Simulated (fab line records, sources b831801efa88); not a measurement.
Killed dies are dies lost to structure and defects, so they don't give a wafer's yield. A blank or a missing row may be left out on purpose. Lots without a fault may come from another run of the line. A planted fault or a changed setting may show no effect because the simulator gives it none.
fab line records | flow sky130
record lots=11 wafers=33 last_day=50
route steps=708 shown LI_CONTACT@374 CONTACT@408
lots that met no fault: from a run of the same line without faults
start_h: hours from the record's first day to the start of the lot's first wafer shown | wait_h: hours since the lot's step before | " the same as in the row above | L1.1+2: a row that stands for several wafers | - no value, or no start given | * or withheld: withheld | < > ~ a bound
route shown NAME@n: a module of which the file shows steps, and the number in the route of the first | usual: mean/standard deviation of fault-free wafers | same: alike in all rows | chamber/n: place in a boat | sites: the reading at each site | _std_site: their standard deviation | _edge_site: outer sites' mean less inner sites' | radius_mm: how far each site lies from the wafer's centre | mask NAME#n: copy n | behind: the tool/chamber that last shaped the wafer | hold: why the lot was held/for how many hours/how that ended | device: the transistor (n, p or np) that didn't switch | end of line: the same wafers' tests at the end of the route | a step without rows: its recipe alone | killed: dies lost to structure and defects at the first sort, not the wafer's yield | map: a wafer's dies, x killed, . not, _ none there
set.NAME: the setting as run; set.NAME@STEP: as run at that earlier step | model.NAME: the simulator's own value behind a step, which no gauge read
steps of the route over a sample of lots; a table a step, a row a wafer
services: from which hour (start_h, from the record's first day; less than 0 if before it) a tool's chamber was out of use, for how many hours, and why
## steps
# step SKY_LI_CONTACT_CD_MEAS_12
# recipe target_cd_nm=170
# usual cd_nm=169.8/1.3
# columns lot.wafer tool chamber start_h wait_h cd_nm
L678.4 cd_sem-02 - 677.11 - 169.0
L678.5 " - " " 168.7
L678.6 " - " " 168.7
L682.1 cd_sem-01 - 723.35 - 169.3
L682.2 " - " " 169.9
L682.6 " - " " 170.7
L683.1 cd_sem-01 - 726.83 - 169.7
L683.3 " - " " 168.2
L683.4 " - " " 169.2
L684.1 cd_sem-01 - 733.03 - 169.9
L684.3 " - " " 170.7
L684.4 " - " " 169.1
L690.1 cd_sem-01 - 784.86 - 169.9
L690.3 " - " " 169.8
L690.5 " - " " 169.1
L694.1 cd_sem-02 - 813.70 - 173.0
L694.4 " - " " 171.6
L694.5 " - " " 171.5
L695.3 cd_sem-02 - 820.58 - 171.9
L695.4 " - " " 171.5
L695.5 " - " " 171.6
L696.1 cd_sem-01 - 823.21 - 170.0
L696.2 " - " " 171.4
L696.5 " - " " 169.9
L697.1 cd_sem-01 - 825.61 - 170.5
L697.5 " - " " 170.1
L697.6 " - " " 170.7
L699.1 cd_sem-01 - 844.40 - 168.2
L699.2 " - " " 166.8
L699.5 " - " " 167.6
L700.2 cd_sem-02 - 861.33 - 169.8
L700.4 " - " " 167.9
L700.6 " - " " 168.9
# step SKY_LI_CONTACT_STRIP_16
# recipe chemistry=O2/N2 power_w=1400 pressure_mtorr=1500 platen_temp_c=withheld o2_flow_sccm=3000 n2_flow_sccm=300 overash_fraction=0.5
# usual drypump_motor_current_A=5.9/0.52 oes_product_au=0.374/0.0048 strip_time_to_endpoint_s=3.48/0.036
# columns lot.wafer tool chamber start_h wait_h drypump_motor_current_A oes_product_au rf_hours_counter_h strip_time_to_endpoint_s
L678.4 plasma_asher-04 1 677.37 - 6.2 0.378 - 3.48
L678.5 " 0 " " 6.5 0.373 - 3.48
L678.6 " 1 " " 6.2 0.372 - 3.52
L682.1 plasma_asher-02 1 723.63 - 5.8 0.374 86 3.48
L682.2 " 0 " " 5.6 0.372 86 3.45
L682.6 " 0 " " 5.6 0.376 - 3.48
L683.1 plasma_asher-02 0 727.12 - 5.6 0.367 86 3.46
L683.3 " 1 " " 5.8 0.376 - 3.44
L683.4 " 0 " " 5.6 0.375 - 3.49
L684.1 plasma_asher-02 1 733.32 - 5.8 0.377 87 3.54
L684.3 " 0 " " 5.6 0.375 - 3.50
L684.4 " 1 " " 5.8 0.371 - 3.48
L690.1 plasma_asher-01 0 785.15 - 4.8 0.375 4 3.51
L690.3 " 0 " " 4.8 0.372 - 3.44
L690.5 " 0 " " 4.8 0.374 - 3.47
L694.1 plasma_asher-01 1 813.98 - 6.2 0.380 7 3.45
L694.4 " 1 " " 6.2 0.364 - 3.41
L694.5 " 1 " " 6.2 0.369 - 3.51
L695.3 plasma_asher-02 0 820.85 - 5.6 0.380 - 3.49
L695.4 " 1 " " 5.8 0.368 - 3.48
L695.5 " 1 " " 5.7 0.375 - 3.47
L696.1 plasma_asher-04 0 823.50 - 6.5 0.369 38 3.50
L696.2 " 1 " " 6.2 0.370 38 3.49
L696.5 " 0 " " 6.5 0.374 - 3.51
L697.1 plasma_asher-02 1 825.90 - 5.8 0.386 97 3.49
L697.5 " 0 " " 5.6 0.376 - 3.50
L697.6 " 1 " " 5.8 0.375 - 3.53
L699.1 plasma_asher-04 1 844.68 - 6.2 0.377 41 3.51
L699.2 " 0 " " 6.5 0.379 41 3.46
L699.5 " 1 " " 6.2 0.371 - 3.47
L700.2 plasma_asher-04 0 861.60 - 6.5 0.362 42 3.52
L700.4 " 1 " " 6.2 0.373 - 3.49
L700.6 " 0 " " 6.5 0.380 - 3.45
# step SKY_CONTACT_HDPCVD_02
# recipe material=SiO2 target_thk_nm=565 sigma_open_frac=0.3 time_s=94.2 temp_c=600 sih4_flow_sccm=60 pressure_mtorr=6
# usual sih4_flow_sccm=59.98/0.2
# same time_s=94.2
# columns lot.wafer tool chamber start_h wait_h sih4_flow_sccm
L678.4 hdpcvd-01 2 707.32 0.1 60.25
L678.5 " 0 " " 59.69
L678.6 " 1 " " 59.91
L682.1 hdpcvd-01 1 752.94 0.1 71.98
L682.2 " 2 " " 71.70
L682.6 " 0 " " 71.52
L683.1 hdpcvd-01 0 756.96 0.1 72.06
L683.3 " 1 " " 72.12
L683.4 " 2 " " 72.09
L684.1 hdpcvd-02 1 762.44 0.1 59.36
L684.3 " 0 " " 59.85
L684.4 " 1 " " 59.74
L690.1 hdpcvd-02 1 814.57 0.1 59.71
L690.3 " 0 " " 60.26
L690.5 " 0 " " 59.84
L694.1 hdpcvd-01 2 842.98 0.1 59.89
L694.4 " 0 " " 59.91
L694.5 " 1 " " 60.01
L695.3 hdpcvd-01 2 848.87 0.0 60.03
L695.4 " 0 " " 60.04
L695.5 " 2 " " 60.13
L696.1 hdpcvd-01 2 851.80 0.1 60.12
L696.2 " 1 " " 59.99
L696.5 " 2 " " 59.99
L697.1 hdpcvd-01 2 854.45 0.1 59.89
L697.5 " 0 " " 59.64
L697.6 " 1 " " 59.73
L699.1 hdpcvd-02 0 873.91 0.1 60.43
L699.2 " 1 " " 59.84
L699.5 " 2 " " 60.28
L700.2 hdpcvd-01 2 890.04 0.0 59.81
L700.4 " 0 " " 60.02
L700.6 " 1 " " 60.09
# step SKY_CONTACT_THK_MEAS_03
# recipe reads=SiO2_of_CONTACT_HDPCVD_02
# usual CONTACT_HDPCVD_THK=563/5.7
# columns lot.wafer tool chamber start_h wait_h CONTACT_HDPCVD_THK[nm]
L678.4 film_metro-01 - 707.38 0.0 563
L678.5 " - " " 579
L678.6 " - " " 557
L682.1 film_metro-01 - 753.01 0.0 675
L682.2 " - " " 679
L682.6 " - " " 685
L683.1 film_metro-02 - 757.03 0.0 687
L683.3 " - " " 680
L683.4 " - " " 676
L684.1 film_metro-04 - 762.54 0.1 568
L684.3 " - " " 553
L684.4 " - " " 560
L690.1 film_metro-01 - 814.64 0.0 567
L690.3 " - " " 558
L690.5 " - " " 561
L694.1 film_metro-01 - 843.05 0.0 553
L694.4 " - " " 557
L694.5 " - " " 568
L695.3 film_metro-04 - 848.96 0.1 563
L695.4 " - " " 567
L695.5 " - " " 568
L696.1 film_metro-01 - 851.87 0.0 556
L696.2 " - " " 565
L696.5 " - " " 558
L697.1 film_metro-01 - 854.52 0.0 559
L697.5 " - " " 566
L697.6 " - " " 562
L699.1 film_metro-02 - 873.98 0.0 560
L699.2 " - " " 559
L699.5 " - " " 555
L700.2 film_metro-04 - 890.12 0.0 564
L700.4 " - " " 571
L700.6 " - " " 575
# step SKY_CONTACT_CMP_04
# recipe material=SiO2 down_force_psi=4 platen_rpm=60 pad_velocity_m_s=0.94248
# usual motor_current_A=12.7/1.7 slurry_filter_dp_kPa=13.50/0.15 time_to_endpoint_s=84/4.2
# columns lot.wafer tool chamber start_h wait_h motor_current_A slurry_filter_dp_kPa time_to_endpoint_s
L678.4 cmp-02 3 707.56 0.2 11.5 13.54 81
L678.5 " 0 " " 15.4 13.34 91
L678.6 " 1 " " 12.7 13.42 81
L682.1 cmp-01 2 753.17 0.1 12.7 13.39 128
L682.2 " 3 " " 11.3 13.22 133
L682.6 " 1 " " 12.2 13.37 135
L683.1 cmp-02 1 757.09 0.1 13.3 13.47 127
L683.3 " 2 " " 10.6 13.34 127
L683.4 " 3 " " 12.2 13.43 121
L684.3 cmp-02 2 762.60 0.0 10.8 13.66 82
L684.4 " 3 " " 12.1 13.42 81
L684.1 " 0 " " 15.0 13.49 87
L690.3 cmp-02 0 814.70 0.0 14.6 13.39 81
L690.1 " 2 " " 10.7 13.61 85
L690.5 " 0 " " 15.8 13.57 84
L694.4 cmp-01 3 843.11 0.0 11.2 13.41 82
L694.1 " 2 " " 12.8 13.31 76
L694.5 " 0 " " 15.1 13.52 77
L695.3 cmp-02 0 849.05 0.1 15.1 13.65 82
L695.4 " 1 " " 13.0 13.37 84
L695.5 " 0 " " 14.9 13.41 86
L696.2 cmp-01 3 851.98 0.1 11.8 13.41 83
L696.1 " 1 " " 12.2 13.48 81
L696.5 " 3 " " 11.0 13.47 82
L697.1 cmp-01 1 854.63 0.1 12.5 13.61 80
L697.6 " 0 " " 15.0 13.65 75
L697.5 " 1 " " 11.8 13.47 86
L699.1 cmp-02 2 874.09 0.1 10.6 13.43 87
L699.2 " 0 " " 15.2 13.48 84
L699.5 " 2 " " 10.5 13.38 86
L700.2 cmp-02 2 890.31 0.2 9.7 13.50 85
L700.4 " 0 " " 15.5 13.41 89
L700.6 " 2 " " 11.1 13.39 90
# step SKY_CONTACT_ETCH_17
# recipe target=SiO2 chemistry=C4F8/O2/Ar stop_on=Si3N4 mask_material=KrF-thick source_w=1500 bias_w=1200 pressure_mtorr=40 c4f8_flow_sccm=withheld O2_flow_sccm=6 Ar_flow_sccm=300 time_s=withheld target_depth_a=3400
# usual bias_w=1200/3.6 oes_product_au=0.892/0.0044
# columns lot.wafer tool chamber start_h wait_h bias_w oes_product_au
L678.4 rie_diel-03 2 735.25 0.0 1204 0.894
L678.5 " 3 " " 1198 0.888
L678.6 " 0 " " 1204 0.894
L682.1 rie_diel-02 3 780.55 0.0 1202 0.887
L682.2 " 1 " " 1195 0.896
L682.6 " 1 " " 1194 0.896
L683.1 rie_diel-03 1 784.05 0.0 1202 0.889
L683.3 " 3 " " 1200 0.896
L683.4 " 2 " " 1206 0.890
L684.1 rie_diel-04 0 790.33 0.0 1200 0.897
L684.3 " 2 " " 1196 0.891
L684.4 " 1 " " 1192 0.887
L690.1 rie_diel-02 3 841.78 0.0 1198 0.884
L690.3 " 2 " " 1199 0.892
L690.5 " 2 " " 1202 0.890
L694.1 rie_diel-04 0 870.13 0.0 1203 0.891
L694.4 " 2 " " 1204 0.889
L694.5 " 0 " " 1200 0.886
L695.3 rie_diel-02 0 875.65 0.0 1198 0.897
L695.4 " 2 " " 1200 0.897
L695.5 " 1 " " 1193 0.883
L696.1 rie_diel-04 0 878.95 0.0 1200 0.899
L696.2 " 2 " " 1206 0.892
L696.5 " 1 " " 1200 0.892
L697.1 rie_diel-04 1 881.35 0.0 1196 0.896
L697.5 " 1 " " 1196 0.888
L697.6 " 0 " " 1202 0.880
L699.1 rie_diel-04 1 900.60 0.0 1202 0.892
L699.2 " 3 " " 1199 0.890
L699.5 " 3 " " 1195 0.895
L700.2 rie_diel-03 1 915.78 0.0 1203 0.893
L700.4 " 0 " " 1199 0.892
L700.6 " 2 " " 1205 0.886
## services
# columns tool chamber start_h hours kind
rie_diel-04 1 682.71 75.1 repair
rie_diel-04 3 696.90 7.1 repair
hdpcvd-02 - 701.62 1.2 repair
rie_diel-02 0 712.09 8.6 repair
cmp-02 - 718.43 3.5 pm
cmp-01 - 728.44 1.1 repair
plasma_asher-04 - 729.52 6.2 repair
plasma_asher-04 - 731.12 1.5 repair
hdpcvd-01 - 738.14 2.5 repair
cmp-02 - 738.70 1.0 repair
plasma_asher-04 - 759.80 0.3 repair
rie_diel-04 2 761.74 9.6 repair
cmp-01 - 762.74 4.0 pm
rie_diel-04 3 771.26 9.9 repair
cmp-02 - 791.90 0.3 repair
cmp-01 - 814.60 5.6 pm
cmp-01 - 820.24 10.1 pm
hdpcvd-01 - 821.78 1.2 repair
rie_diel-04 1 845.07 3.5 repair
cmp-02 - 853.30 2.8 repair
plasma_asher-02 - 872.48 3.7 repair
cmp-01 - 889.77 0.7 repair
plasma_asher-02 - 912.93 1.5 repair
cmp-02 - 913.61 4.0 pm
## key
first_sign step=SKY_CONTACT_HDPCVD_02 reading=sih4_flow_sccm direction=up sigmas=60 usual=59.98 struck=71.91
effect step=SKY_CONTACT_THK_MEAS_03 reading=CONTACT_HDPCVD_THK direction=up sigmas=20 usual=563 struck=680
effect step=SKY_CONTACT_CMP_04 reading=time_to_endpoint_s direction=up sigmas=11 usual=* struck=*
met_at SKY_CONTACT_HDPCVD_02
struck_lots L682,L683
tester_left_out L682,L683
not_acting_at SKY_LI_CONTACT_CD_MEAS_12,SKY_LI_CONTACT_STRIP_16,SKY_CONTACT_ETCH_17
onset_between 707.32 752.94
fault kind=process_parameter_drift tool=hdpcvd-01 chamber=- onset_h=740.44 steps=SKY_CONTACT_HDPCVD_02 channel=sih4_flow_sccm offset=12 shape=step end_h=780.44 acts_in=these_recipes_only stated=60
# tester_left_out: of these lots the tester's yield and bins aren't shown, on N5 and GAA mostly nor the transistor test; their killed dies are dies lost to structure and defects alone, not to doping, threshold or leakage, so they don't give the yield
